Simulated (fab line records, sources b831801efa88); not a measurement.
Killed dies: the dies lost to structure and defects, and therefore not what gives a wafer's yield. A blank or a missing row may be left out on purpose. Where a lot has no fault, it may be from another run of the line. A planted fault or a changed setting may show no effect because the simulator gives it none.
Tool commonality check + flow sky130 + 11 lots, 33 wafers sampled

== REASON IT WAS OPENED ==
At SKY_SONOS_ONO_THK_MEAS_01 the reading SONOS_ONO_OXIDATION_THK is flagged on 3 of 11 lots. Fault-free wafers read 2.60 nm, with a standard deviation of 0.055.
Rule: a lot is flagged in two cases, either no wafer of it has a number, or all its wafers with numbers fall more than 4 standard deviations from that mean. The other lots count as sound.

| lot  | measured     | on            | SONOS_ONO_OXIDATION_THK (nm), wafer by wafer | flag    |
|------|--------------|---------------|----------------------------------------------|---------|
| L618 | day 11 16:23 | film metro-04 | 2.58 2.56 2.60                               |         |
| L619 | day 12 01:30 | film metro-04 | 2.61 2.60 2.66                               |         |
| L620 | day 12 21:05 | film metro-01 | 2.91 2.90 2.85                               | FLAGGED |
| L621 | day 12 21:07 | film metro-04 | 2.86 2.90 2.92                               | FLAGGED |
| L622 | day 12 23:36 | film metro-03 | 2.87 2.85 2.84                               | FLAGGED |
| L631 | day 15 20:53 | film metro-03 | 2.50 2.53 2.60                               |         |
| L635 | day 17 06:38 | film metro-04 | 2.69 2.68 2.68                               |         |
| L636 | day 17 10:36 | film metro-01 | 2.62 2.70 2.65                               |         |
| L638 | day 18 00:20 | film metro-03 | 2.52 2.56 2.62                               |         |
| L639 | day 18 08:00 | film metro-04 | 2.55 2.66 2.60                               |         |
| L640 | day 18 19:47 | film metro-03 | 2.64 2.63 2.60                               |         |
The mean of the flagged lots' numbers is 2.88 nm, +0.28 nm from the usual (+5 standard deviations).

== EACH LOT AND THE TOOL IT RAN ON ==
The record keeps 1 process step preceding the reading, out of 708 steps on the route. Read each cell as the tool, then ch plus the chambers that the sampled wafers visited, then the start.
| lot  | flag    | SKY_SONOS_ONO_OXIDATION_00    |
|------|---------|-------------------------------|
| L618 |         | furnace-01 ch 0, day 11 15:03 |
| L619 |         | furnace-01 ch 0, day 12 00:10 |
| L620 | FLAGGED | furnace-01 ch 0, day 12 19:44 |
| L621 | FLAGGED | furnace-01 ch 0, day 12 19:44 |
| L622 | FLAGGED | furnace-01 ch 0, day 12 22:15 |
| L631 |         | furnace-02 ch 0, day 15 19:32 |
| L635 |         | furnace-02 ch 0, day 17 05:17 |
| L636 |         | furnace-01 ch 0, day 17 09:14 |
| L638 |         | furnace-02 ch 0, day 17 22:59 |
| L639 |         | furnace-01 ch 0, day 18 06:38 |
| L640 |         | furnace-01 ch 0, day 18 18:25 |
What is done by these steps:
- SKY_SONOS_ONO_OXIDATION_00: stabilise 600 s, purge 300 s, target thk 2.6 nm.
- SKY_SONOS_ONO_THK_MEAS_01

== FLAGGED OVER TOTAL, TOOL BY TOOL (the gauges that took the reading come last) ==
| step                       | tool          | lots run | flagged | share of the flagged lots | sound lots run after its first flagged lot |
|----------------------------|---------------|----------|---------|---------------------------|--------------------------------------------|
| SKY_SONOS_ONO_OXIDATION_00 | furnace-01    | 8        | 3       | all                       | 3 (L636,L639,L640)                         |
| SKY_SONOS_ONO_OXIDATION_00 | furnace-02    | 3        | 0       | none                      | -                                          |
| SKY_SONOS_ONO_THK_MEAS_01  | film metro-01 | 2        | 1       | some                      | 1 (L636)                                   |
| SKY_SONOS_ONO_THK_MEAS_01  | film metro-03 | 4        | 1       | some                      | 3 (L631,L638,L640)                         |
| SKY_SONOS_ONO_THK_MEAS_01  | film metro-04 | 5        | 1       | some                      | 2 (L635,L639)                              |

== WHAT THE TABLE PERMITS ==
1 row of the table ran every flagged lot: furnace-01 at SKY_SONOS_ONO_OXIDATION_00.
- furnace-01 at SKY_SONOS_ONO_OXIDATION_00: 3 of its 8 lots flagged. Lots that were sound ran on it after the first flagged one (L636, L639, L640); a persistent fault on the entire tool would not allow that. Its own readings lie more than 4 standard deviations out on every wafer of the flagged lots: tube center temp C, tube_center_temp_C_max.
Every row of the table either missed a flagged lot or ran a sound lot after the first.

== WHAT THE SIMULATOR PUT IN ==
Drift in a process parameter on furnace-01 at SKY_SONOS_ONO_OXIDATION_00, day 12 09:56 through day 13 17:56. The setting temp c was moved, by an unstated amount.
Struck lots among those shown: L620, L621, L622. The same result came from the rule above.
